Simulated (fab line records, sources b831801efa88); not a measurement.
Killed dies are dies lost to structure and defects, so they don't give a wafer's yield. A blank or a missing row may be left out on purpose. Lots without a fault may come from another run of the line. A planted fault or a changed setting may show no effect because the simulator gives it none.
Which tool did it? | flow gf180mcu | 14 lots, 42 wafers sampled, at 2 steps of a route of 602

WHAT THE GAUGES READ, wafer by wafer
GF_POLY_GATE_CD_MEAS_10: target cd 280 nm. Usual: cd_nm 280.1 nm, standard deviation 1.2.
lot  | measured     | on        | cd_nm (nm)        | flag
L309 | day 9 04:50  | cd_sem-02 | 277.7 278.7 277.8 |
L311 | day 9 19:50  | cd_sem-01 | 280.5 281.2 281.2 |
L310 | day 9 22:50  | cd_sem-02 | 281.9 281.7 282.0 |
L313 | day 10 12:54 | cd_sem-02 | 280.5 281.4 279.4 |
L316 | day 11 09:38 | cd_sem-02 | 279.8 280.0 278.7 |
L317 | day 11 14:58 | cd_sem-02 | 294.4 293.8 294.0 | OFF
L319 | day 12 08:50 | cd_sem-02 | 295.6 295.3 296.2 | OFF
L326 | day 14 07:15 | cd_sem-02 | 279.9 281.4 281.8 |
L327 | day 14 14:49 | cd_sem-02 | 282.2 281.3 280.4 |
L328 | day 14 19:32 | cd_sem-01 | 280.3 279.3 280.3 |
L329 | day 15 07:43 | cd_sem-02 | 280.0 280.4 279.6 |
L330 | day 15 12:06 | cd_sem-02 | 281.6 281.0 280.2 |
L331 | day 15 17:59 | cd_sem-01 | 277.6 278.4 277.6 |
L332 | day 16 05:38 | cd_sem-01 | 281.3 281.7 281.1 |

WHICH TOOL RAN EACH LOT (tool, then ch and the chambers of the sampled wafers, then the start)
lot  | GF_POLY_GATE_SOFTBAKE_06
L309 | litho_track-04 ch 0, day 8 20:00
L311 | litho_track-03 ch 0, day 9 11:00
L310 | litho_track-04 ch 0, day 9 13:00
L313 | litho_track-04 ch 0, day 10 03:00
L316 | litho_track-04 ch 0, day 11 00:00
L317 | litho_track-04 ch 0, day 11 05:00
L319 | litho_track-04 ch 0, day 11 23:00
L326 | litho_track-03 ch 0, day 13 21:00
L327 | litho_track-02 ch 0, day 14 04:00
L328 | litho_track-02 ch 0, day 14 08:00
L329 | litho_track-04 ch 0, day 14 21:00
L330 | litho_track-02 ch 0, day 15 01:00
L331 | litho_track-02 ch 0, day 15 07:00
L332 | litho_track-04 ch 0, day 15 18:00
- GF_POLY_GATE_SOFTBAKE_06: time 60 s.

WHAT THE TOOLS THEMSELVES READ (means of the sampled wafers that have a number; where no wafer has one, the mark that the record gives instead)
GF_POLY_GATE_SOFTBAKE_06. Usual: heater_power_total_W 93.06 W, standard deviation 0.062; plate_temp_C 129.99 C, standard deviation 0.13; resist_line_temp_C 22.98 C, standard deviation 0.1.
lot  | tool           | heater_power_total_W (W) | plate_temp_C (C) | resist_line_temp_C (C) | flag
L309 | litho_track-04 | 92.97                    | 130.14           | 22.98                  |
L311 | litho_track-03 | 93.10                    | 129.94           | 22.99                  |
L310 | litho_track-04 | 93.05                    | 130.03           | 23.04                  |
L313 | litho_track-04 | 93.06                    | 130.10           | 22.95                  |
L316 | litho_track-04 | 93.10                    | 130.03           | 23.09                  |
L317 | litho_track-04 | 86.64                    | 123.15           | 23.06                  | OFF
L319 | litho_track-04 | 86.60                    | 123.21           | 22.95                  | OFF
L326 | litho_track-03 | 92.98                    | 129.95           | 23.05                  |
L327 | litho_track-02 | 93.05                    | 130.11           | 22.97                  |
L328 | litho_track-02 | 92.99                    | 129.97           | 23.01                  |
L329 | litho_track-04 | 93.04                    | 130.04           | 22.93                  |
L330 | litho_track-02 | 93.04                    | 129.95           | 23.13                  |
L331 | litho_track-02 | 93.08                    | 129.87           | 22.94                  |
L332 | litho_track-04 | 93.03                    | 129.99           | 22.96                  |

THE ANSWER, worked out from the rows above alone
Rule: a lot is off if the mean of its wafers that have a number lies more than 3 standard deviations from the usual mean. A lot without any number at a reading at which 4 lots or more have one is off too. The other lots that the step has rows for count as sound. The gauges are gone through in route order, then the tools' own readings, and for those a lot's mean is taken as printed above. The first step at which some lot is off is used, and at that step the reading that is off furthest; a lot without a number counts as furthest.
Off: L317, L319, at GF_POLY_GATE_CD_MEAS_10 (cd_nm).
A tool fits if, at a process step before that reading, it ran every lot that is off, and no sound lot after the first of them. The gauges at GF_POLY_GATE_CD_MEAS_10 aren't tried: what is off there is off at GF_POLY_GATE_SOFTBAKE_06 too, on other tools, and a gauge's error can't cause that. None of those tried fits.

WHAT THE SIMULATOR HAD PUT IN
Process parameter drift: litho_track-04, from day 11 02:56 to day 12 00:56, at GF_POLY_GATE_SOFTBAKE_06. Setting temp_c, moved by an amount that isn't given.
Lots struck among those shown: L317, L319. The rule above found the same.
